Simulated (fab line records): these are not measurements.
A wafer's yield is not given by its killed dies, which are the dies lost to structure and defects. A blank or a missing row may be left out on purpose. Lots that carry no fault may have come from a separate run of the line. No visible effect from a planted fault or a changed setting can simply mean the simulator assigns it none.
Chamber matching || flow gf180mcu || GF_CONTACT_CMP_04 on cmp-01 has 4 sister chambers
The step polishes SiO2. 7 wafers are shown with their chamber, then 8 later ones without.

EACH WAFER AND ITS CHAMBER
{"wafer": "L637.2", "chamber": 2, "motor_current_A (A)": 12.1, "time_to_endpoint_s (s)": 106}
{"wafer": "L644.3", "chamber": 0, "motor_current_A (A)": 12.2, "time_to_endpoint_s (s)": 115}
{"wafer": "L644.4", "chamber": 1, "motor_current_A (A)": 11.3, "time_to_endpoint_s (s)": 118}
{"wafer": "L654.1", "chamber": 3, "motor_current_A (A)": 10.0, "time_to_endpoint_s (s)": 112}
{"wafer": "L654.4", "chamber": 1, "motor_current_A (A)": 11.6, "time_to_endpoint_s (s)": 110}
{"wafer": "L654.5", "chamber": 3, "motor_current_A (A)": 10.4, "time_to_endpoint_s (s)": 116}
{"wafer": "L656.2", "chamber": 0, "motor_current_A (A)": 12.5, "time_to_endpoint_s (s)": 111}

WAFERS WITHOUT THEIR CHAMBER
{"wafer": "L656.4", "motor_current_A (A)": 10.0, "time_to_endpoint_s (s)": 114}
{"wafer": "L656.5", "motor_current_A (A)": 10.8, "time_to_endpoint_s (s)": 118}
{"wafer": "L659.1", "motor_current_A (A)": 11.3, "time_to_endpoint_s (s)": 109}
{"wafer": "L659.4", "motor_current_A (A)": 12.7, "time_to_endpoint_s (s)": 108}
{"wafer": "L659.6", "motor_current_A (A)": 12.1, "time_to_endpoint_s (s)": 107}
{"wafer": "L660.4", "motor_current_A (A)": 11.9, "time_to_endpoint_s (s)": 117}
{"wafer": "L660.5", "motor_current_A (A)": 11.7, "time_to_endpoint_s (s)": 111}
{"wafer": "L660.6", "motor_current_A (A)": 11.2, "time_to_endpoint_s (s)": 110}

WHICH CHAMBER EACH WENT THROUGH
{"wafer": "L656.4", "from the rows above": 3, "in truth": 3}
{"wafer": "L656.5", "from the rows above": "can't be placed: 3 or 1", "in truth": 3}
{"wafer": "L659.1", "from the rows above": 1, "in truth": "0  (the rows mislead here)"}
{"wafer": "L659.4", "from the rows above": "can't be placed: 0 or 2", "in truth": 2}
{"wafer": "L659.6", "from the rows above": "can't be placed: 2 or 0", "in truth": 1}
{"wafer": "L660.4", "from the rows above": "can't be placed: 1 or 0 or 2", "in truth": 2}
{"wafer": "L660.5", "from the rows above": "can't be placed: 1 or 2 or 0", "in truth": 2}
{"wafer": "L660.6", "from the rows above": 1, "in truth": 1}
2 of 8 placed correctly. These rows do not allow placing 5 (true chamber among the candidates in 4). Placed wrongly: 1.
How it was worked out, from the rows above alone: a wafer's distance from a chamber is the root of the sum, over the readings, of the square of ((its reading less the chamber's mean) divided by the reading's scatter). The wafer belongs to the nearest chamber; if the next one is less than 2 further off, it can't be placed. The mean given for a chamber averages the wafers shown for that chamber. How the scatter is found: for the shown wafers, subtract from each reading the mean of its chamber, square and add these, divide the total by (wafers less chambers), then take the root.
